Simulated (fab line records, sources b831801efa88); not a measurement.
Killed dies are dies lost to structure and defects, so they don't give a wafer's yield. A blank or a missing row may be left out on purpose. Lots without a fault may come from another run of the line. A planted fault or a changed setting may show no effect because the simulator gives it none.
Split-lot experiment | flow gf180mcu | 5 lots, 23 wafers read, on a route of 602 steps

THE SPLIT
At GF_SAB_DEVELOP_08 (develop time 60 s), the setting develop_time_s was moved away from the recipe's 60 s on 6 of the 23 wafers read, by -10.2% to +11.3%. The other wafers ran this setting at the recipe's value.

The file shows no step between the split and the reading.

THE READING
cd_nm, in nm, at GF_SAB_CD_MEAS_09 (target cd 420 nm). Fault-free wafers of this fab line usually give 419.3 nm, standard deviation 1.9 nm.

wafer  | tool, chamber at the split | develop_time_s as run, s | against the recipe | cd_nm, nm | against lot-mates on the recipe
L076.3 | litho_track-01, 0          | 60                       | recipe             | 419.6     | -
L076.4 | litho_track-01, 0          | 60                       | recipe             | 420.9     | -
L076.6 | litho_track-01, 0          | 60                       | recipe             | 419.7     | -
L078.1 | litho_track-02, 0          | 60                       | recipe             | 415.5     | -
L078.2 | litho_track-02, 0          | 60                       | recipe             | 416.9     | -
L078.4 | litho_track-02, 0          | 66.32                    | +10.5%             | 409.0     | -7.1
L078.5 | litho_track-02, 0          | 60                       | recipe             | 416.0     | -
L078.6 | litho_track-02, 0          | 66.32                    | +10.5%             | 407.9     | -8.2
L079.1 | litho_track-01, 0          | 60                       | recipe             | 419.4     | -
L079.2 | litho_track-01, 0          | 53.91                    | -10.2%             | 429.0     | +9.2
L079.3 | litho_track-01, 0          | 60                       | recipe             | 419.0     | -
L079.4 | litho_track-01, 0          | 60                       | recipe             | 421.1     | -
L079.6 | litho_track-01, 0          | 53.91                    | -10.2%             | 425.4     | +5.6
L080.1 | litho_track-03, 0          | 66.78                    | +11.3%             | 410.9     | -10.9
L080.2 | litho_track-03, 0          | 66.78                    | +11.3%             | 410.7     | -11.1
L080.4 | litho_track-03, 0          | 60                       | recipe             | 420.6     | -
L080.5 | litho_track-03, 0          | 60                       | recipe             | 422.8     | -
L080.6 | litho_track-03, 0          | 60                       | recipe             | 422.0     | -
L083.1 | litho_track-02, 0          | 60                       | recipe             | 421.2     | -
L083.2 | litho_track-02, 0          | 60                       | recipe             | 421.2     | -
L083.3 | litho_track-02, 0          | 60                       | recipe             | 420.2     | -
L083.5 | litho_track-02, 0          | 60                       | recipe             | 422.3     | -
L083.6 | litho_track-02, 0          | 60                       | recipe             | 420.7     | -

THE FIT
A straight line over all 23 wafers: cd_nm changes by -0.863 nm for each +1% of develop_time_s; r = -0.92; the points scatter about the line by 2.1 nm.
The same after taking each lot's own level away (the mean of its wafers on the recipe; 23 wafers): -0.814 nm for each +1%; r = -0.97; scatter 1.1 nm.
On that fit, the largest move of develop_time_s shifts the reading by 9.2 nm.
The lots' own levels span 416.13 to 421.80 nm, that is 3.0 times the standard deviation above.
So the lot-to-lot level changes the slope little: the two slopes agree.
Check: with one of the wafers moved furthest among these (+11.3%) left out of the fit, the line predicts -8.96 nm for it against its lot-mates. It came out at -10.9 nm against them.

OTHER SPLITS ON THESE WAFERS
These wafers also went through other splits before the reading. Each is held against what the fit with the lots' levels taken away leaves over:
other split on the same wafers   | wafers away from the commonest value | r with cd_nm (lot level and that fit taken away)
GF_HV_LDD_CVD_56 time_s          | 15                                   | +0.02
GF_NSD_COAT_02 spin_rpm          | 8                                    | -0.35
GF_NSD_IMPLANT_09 energy_kev     | 8                                    | -0.06
GF_PSD_DEVELOP_06 develop_time_s | 10                                   | -0.03
GF_SAB_CVD_00 time_s             | 4                                    | -0.06

THE WHOLE CHAIN: every reading that the file lists as answering this split, in the file's order
step              | what it does                                              | reading                                                    | change (the file's fit)               | r (the file's)
GF_SAB_CD_MEAS_09 | target cd 420 nm                                          | cd_nm                                                      | -0.819 nm for each +1% of the setting | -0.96
GF_SAB_ETCH_11    | etches SiO2 in C4F8/O2/Ar, target depth 55 nm, time 8.5 s | SAB.cd_nm (the simulator's own value, which no gauge read) | -0.831 nm for each +1% of the setting | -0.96

THE FILE'S OWN FIT
cd_nm changes by -0.819 nm for each +1% of develop_time_s, r = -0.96.
